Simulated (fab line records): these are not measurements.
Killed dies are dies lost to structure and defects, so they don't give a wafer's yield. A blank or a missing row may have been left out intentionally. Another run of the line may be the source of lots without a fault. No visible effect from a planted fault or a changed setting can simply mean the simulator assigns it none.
Comparing a struck lot with a sound one	flow gf180mcu	20 steps out of a route of 602
Sound: wafers L785.1, L785.3, L785.5. Struck: wafers L798.1, L798.4, L798.5. The cause comes at the end.
At each step with rows: each side's tool, then ch and its chambers, then its first start. Under that, the readings that differ: sound wafers	struck wafers	difference of the means	sigmas: that difference in standard deviations of wafers without a fault.
alike: readings whose means differ by less than 2 such deviations, and words and numbers that are the same on both sides. not compared: withheld readings, readings that some wafer has no value for, bounds like >300 that may hide the same value, and numbers for which the record gives no deviation and whose values overlap.
The two part at a step that has a row with sigmas, a row that says differs or no value, or rows on one side only. When numbers do not overlap yet have no deviation, they are printed without sigmas and do not part them. A reading missing from all wafers of one side parts the sides only when that side holds two or more wafers.

first, 3 steps without rows for these wafers: GF_MIM_EXPOSE_16 (exposes mask FuseTop, target cd 2000 nm); GF_MIM_PEB_17; GF_MIM_DEVELOP_18 (develop time 60 s).
GF_MIM_METAL_ETCH_19: etches the open film in Cl2/BCl3, stops on Si3N4, target depth 324.5 nm, time 54.1 s.
  sound on rie_metal-04 ch 0, day 27 01:35; struck on rie_metal-01 ch 0,1, day 31 07:06
  alike: drypump_motor_current_A, oes_product_au, throttle_valve_pct
  not compared: rf_hours_counter_h
GF_MIM_STRIP_20: strips in O2/N2.
  sound on plasma_asher-01 ch 1, day 27 01:39; struck on plasma_asher-03 ch 0, day 31 07:10
  alike: drypump_motor_current_A, heater_power_w, oes_product_au, strip_time_to_endpoint_s
  not compared: rf_hours_counter_h
then, 7 steps without rows for these wafers: GF_MIM_STRIP_21 (strips in post etch residue remover, time 1200 s); GF_MIM_CLEAN_22 (cleans in DIW); GF_M5_DEHYDRATE_00 (time 60 s); GF_M5_HMDS_01 (prime time 60 s); GF_M5_COAT_02 (resist thk 1000 nm); GF_M5_SOFTBAKE_03 (time 60 s); GF_M5_EXPOSE_04 (exposes mask Metal5, target cd 280 nm).
GF_M5_PEB_05: peb time 90 s.
  sound on litho_track-03 ch 0, day 27 21:55; struck on litho_track-03 ch 0, day 32 00:27
reading	sound	struck	difference	sigmas
heater_power_total_W (W)	85.73 85.53 85.61	90.42 90.46 90.50	+4.84	+56
plate_temp_C (C)	134.95 134.90 135.02	140.71 140.84 140.77	+5.82	+42
then, 1 step without rows for these wafers: GF_M5_DEVELOP_06 (develop time 60 s).
GF_M5_CD_MEAS_07 targets a cd of 280 nm.
  sound on cd_sem-02 at day 27 22:16; struck on cd_sem-02 at day 32 00:48
reading	sound	struck	difference	sigmas
cd_nm (nm)	281.3 280.3 281.3	270.9 270.9 272.1	-9.7	-9
GF_M5_OVL_MEAS_08:
  sound on overlay-02 at day 27 22:23; struck on overlay-02 at day 32 00:55
  alike: M5_OVL
GF_M5_ETCH_09: etches Si3N4 in CF4/O2, target depth 52 nm, time 11.6 s.
  sound on rie_diel-02 ch 0,1,2, day 27 22:25; struck on rie_diel-02 ch 0,1,3, day 32 00:58
reading	sound	struck	difference	sigmas
cf4_flow_sccm (sccm)	80.04 80.18 79.97	79.79 79.62 79.30	-0.49	-2
model.M5.cd_nm (nm)	280.6 280.4 281.1	270.8 270.9 272.1	-9.4	
  alike: drypump_motor_current_A, oes_product_au, throttle_valve_pct
  not compared: rf_hours_counter_h
GF_M5_METAL_ETCH_10: etches the open film in Cl2/BCl3, stops on SiO2, target depth 627.5 nm, time 104.6 s.
  sound on rie_metal-03 ch 0,1, day 27 22:26; struck on rie_metal-03 ch 0,1, day 32 00:59
reading	sound	struck	difference	sigmas
model.M5.cd_nm (nm)	282.2 288.9 286.7	269.1 273 269.2	-15.5	
  alike: drypump_motor_current_A, oes_product_au, throttle_valve_pct
  not compared: rf_hours_counter_h
GF_M5_STRIP_11: strips in O2/N2.
  sound on plasma_asher-02 ch 0,1, day 27 22:33; struck on plasma_asher-02 ch 0, day 32 01:06
  alike: drypump_motor_current_A, heater_power_w, oes_product_au, strip_time_to_endpoint_s
  not compared: rf_hours_counter_h
following that, these wafers have no rows for 1 step: GF_PASSIVATION_PROBE_99.

== WHERE THEY PART ==
Last at GF_M5_ETCH_09 as far as this record goes, first at GF_M5_PEB_05. Later steps at which nothing parts them and some readings are alike: GF_M5_METAL_ETCH_10, GF_M5_STRIP_11.

WHY: what had been put in by the simulator
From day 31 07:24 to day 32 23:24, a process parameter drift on litho_track-03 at GF_M5_PEB_05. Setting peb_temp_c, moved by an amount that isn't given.
